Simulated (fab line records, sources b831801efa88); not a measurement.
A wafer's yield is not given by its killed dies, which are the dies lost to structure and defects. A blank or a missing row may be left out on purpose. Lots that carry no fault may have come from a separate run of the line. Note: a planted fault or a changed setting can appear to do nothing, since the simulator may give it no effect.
What tool caused it?	flow gf180mcu	12 lots with 36 wafers sampled at 6 steps, on a route of 602 steps

## WHAT THE GAUGES SHOWED, per wafer
GF_STI_THK_MEAS_24.
lot	measured	on	STI_CVD_23_THK (nm)
L119	day 2 04:27	film-metro-04	664 660 658
L120	day 2 10:23	film-metro-01	652 662 652
L121	day 2 16:38	film-metro-01	647 641 657
L122	day 2 18:29	film-metro-01	659 650 647
L123	day 3 02:25	film-metro-04	665 647 660
L124	day 3 04:58	film-metro-01	654 656 651
L135	day 5 15:04	film-metro-04	636 642 637
L138	day 6 10:49	film-metro-04	659 644 651
L139	day 6 14:11	film-metro-01	664 650 661
L140	day 6 21:11	film-metro-01	639 647 646
L142	day 7 02:14	film-metro-04	647 659 649
L141	day 7 03:22	film-metro-03	656 653 657

GF_LVPWELL_OVL_MEAS_07.
lot	measured	on	LVPWELL_OVL (nm)
L119	day 3 23:07	overlay-01	-1.2 -0.7 -0.4
L120	day 4 05:23	overlay-02	0.1 -0.8 -0.4
L121	day 4 11:19	overlay-02	0.2 -0.9 -3.7
L122	day 4 13:40	overlay-01	-0.3 -0.8 -1.4
L123	day 4 20:22	overlay-02	-1.4 0.1 -1.8
L124	day 4 23:07	overlay-01	0.4 -1.7 0.0
L135	day 7 17:19	overlay-02	- - -
L138	day 8 16:43	overlay-02	-0.9 -2.3 -1.4
L139	day 8 19:40	overlay-01	-0.5 0.3 1.1
L140	day 9 02:01	overlay-01	-1.2 -1.3 -2.5
L142	day 9 05:47	overlay-02	0.4 0.3 0.5
L141	day 9 09:40	overlay-01	0.5 0.4 1.4

GF_LVPWELL_TW_MEAS_11.
lot	measured	on	LVPWELL_TW
L119	day 3 23:32	film-metro-01	560.0 563.1 562.4
L120	day 4 05:50	film-metro-01	560.3 562.2 557.4
L121	day 4 11:45	film-metro-02	557.4 560.0 556.0
L122	day 4 14:05	film-metro-01	561.5 559.7 558.9
L123	day 4 20:48	film-metro-03	558.3 556.2 555.0
L124	day 4 23:34	film-metro-02	557.7 562.1 558.3
L135	day 7 17:50	film-metro-03	29.9 29.9 29.9
L138	day 8 17:09	film-metro-02	556.5 555.3 556.8
L139	day 8 20:07	film-metro-01	560.7 556.7 559.5
L140	day 9 02:26	film-metro-02	557.6 556.7 557.9
L142	day 9 06:13	film-metro-01	562.5 565.9 561.9
L141	day 9 10:06	film-metro-03	557.8 560.6 558.8

## TOOL THAT RAN EACH LOT (tool first, then ch and the chambers of the sampled wafers, then the start)
lot	GF_STI_ETCH_14	GF_LVPWELL_EXPOSE_04	GF_LVPWELL_STRIP_10
L119	rie-si-02 ch 0,2, day 2 02:40	iline-stepper-02 ch 0, day 3 16:59	plasma-asher-01 ch 0,1, day 3 23:26
L120	rie-si-02 ch 0,3, day 2 06:47	iline-stepper-02 ch 0, day 3 22:44	plasma-asher-01 ch 0,1, day 4 05:43
L121	rie-si-01 ch 0,1, day 2 12:11	iline-stepper-02 ch 0, day 4 05:09	plasma-asher-03 ch 0,1, day 4 11:40
L122	rie-si-01 ch 1,2,3, day 2 16:40	iline-stepper-02 ch 0, day 4 07:15	plasma-asher-04 ch 0,1, day 4 13:59
L123	rie-si-01 ch 1,2,3, day 3 00:38	iline-stepper-02 ch 0, day 4 14:02	plasma-asher-01 ch 0,1, day 4 20:42
L124	rie-si-02 ch 1,2,3, day 3 02:56	iline-stepper-02 ch 0, day 4 17:13	plasma-asher-04 ch 0, day 4 23:27
L135	rie-si-02 ch 0,2, day 5 12:43	iline-stepper-02 ch 0, day 7 09:41	plasma-asher-03 ch 0,1, day 7 17:43
L138	rie-si-02 ch 0,1,3, day 6 03:17	iline-stepper-02 ch 0, day 8 08:26	plasma-asher-01 ch 1, day 8 17:02
L139	rie-si-01 ch 1,2,3, day 6 09:50	iline-stepper-02 ch 0, day 8 11:01	plasma-asher-01 ch 0,1, day 8 20:02
L140	rie-si-01 ch 0,2,3, day 6 16:25	iline-stepper-02 ch 0, day 8 17:11	plasma-asher-03 ch 0,1, day 9 02:20
L142	rie-si-01 ch 1,2,3, day 7 00:05	iline-stepper-02 ch 0, day 8 21:08	plasma-asher-04 ch 0, day 9 06:07
L141	rie-si-02 ch 0,1, day 7 00:56	iline-stepper-02 ch 0, day 9 01:16	plasma-asher-01 ch 1, day 9 09:59
- GF_STI_ETCH_14: etches Si in HBr/Cl2/O2, target depth 360 nm, time 102.9 s.
- GF_LVPWELL_EXPOSE_04: exposes mask LVPWELL, target cd 600 nm.
- GF_LVPWELL_STRIP_10: strips in O2/N2.

## WHAT THE TOOLS THEMSELVES READ (means of the sampled wafers that have a number; where no wafer has one, the mark that the record gives instead)
GF_STI_ETCH_14.
lot	tool	drypump-motor-current-A (A)	oes-product-au (a.u.)	throttle-valve-pct (%)
L119	rie-si-02	6.0	1.005	25.645
L120	rie-si-02	5.9	1.005	25.656
L121	rie-si-01	5.7	0.991	25.662
L122	rie-si-01	6.2	0.986	25.657
L123	rie-si-01	6.2	0.997	25.666
L124	rie-si-02	6.3	0.983	25.671
L135	rie-si-02	5.9	1.013	25.650
L138	rie-si-02	6.2	0.990	25.652
L139	rie-si-01	6.2	0.990	25.669
L140	rie-si-01	5.8	0.996	25.658
L142	rie-si-01	6.2	0.987	25.668
L141	rie-si-02	6.5	0.998	25.660

GF_LVPWELL_STRIP_10.
lot	tool	drypump-motor-current-A (A)	heater-power-w (W)	oes-product-au (a.u.)	platen-temp-c (C)	strip-time-to-endpoint-s (s)
L119	plasma-asher-01	5.5	405	0.720	250.06	36.98
L120	plasma-asher-01	5.5	403	0.718	249.86	36.83
L121	plasma-asher-03	5.8	359	0.722	250.07	36.97
L122	plasma-asher-04	6.3	300	0.723	249.87	36.99
L123	plasma-asher-01	5.6	357	0.727	250.00	36.97
L124	plasma-asher-04	6.7	336	0.721	249.81	36.84
L135	plasma-asher-03	5.9	352	0.723	250.09	37.10
L138	plasma-asher-01	5.4	450	0.725	250.01	36.96
L139	plasma-asher-01	5.6	356	0.728	249.99	36.96
L140	plasma-asher-03	5.9	352	0.724	249.89	37.01
L142	plasma-asher-04	6.7	335	0.723	249.76	36.98
L141	plasma-asher-01	5.4	456	0.725	249.96	37.06

## THE ANSWER, worked out from the rows above alone
Rule: what is usual is taken from the lots themselves. Put in order of their means at a reading, lots are off if they are a third of the lots or fewer, leave a main group of 4 or more, and stand apart from it by a gap of 3 or more times the standard deviation of the main group's means; of several such gaps the widest counts. Not used: any main group whose means are identical at the precision the tables above print for the reading. Also off: a lot with no number at a reading for which 4 or more lots have one. Where the step has rows for the other lots, those lots are counted as sound. After the gauges, taken in route order, come the tools' own readings; for these a lot's mean is taken, as printed above. The first step at which some lot is off is used, and at that step the reading that is off furthest; a lot without a number counts as furthest.
Off: L135, seen at GF_LVPWELL_OVL_MEAS_07 (LVPWELL_OVL). Without a number there: L135. The main group: mean -0.6 nm, standard deviation 0.79.
A tool fits if, at a process step before that reading, it ran every lot that is off, and no sound lot after the first of them. Not tried: the gauges at GF_LVPWELL_OVL_MEAS_07; whatever is off there is also off at GF_LVPWELL_TW_MEAS_11, on other tools, and gauge error can't account for it. None of those tried fits.

## WHAT THE SIMULATOR PUT IN
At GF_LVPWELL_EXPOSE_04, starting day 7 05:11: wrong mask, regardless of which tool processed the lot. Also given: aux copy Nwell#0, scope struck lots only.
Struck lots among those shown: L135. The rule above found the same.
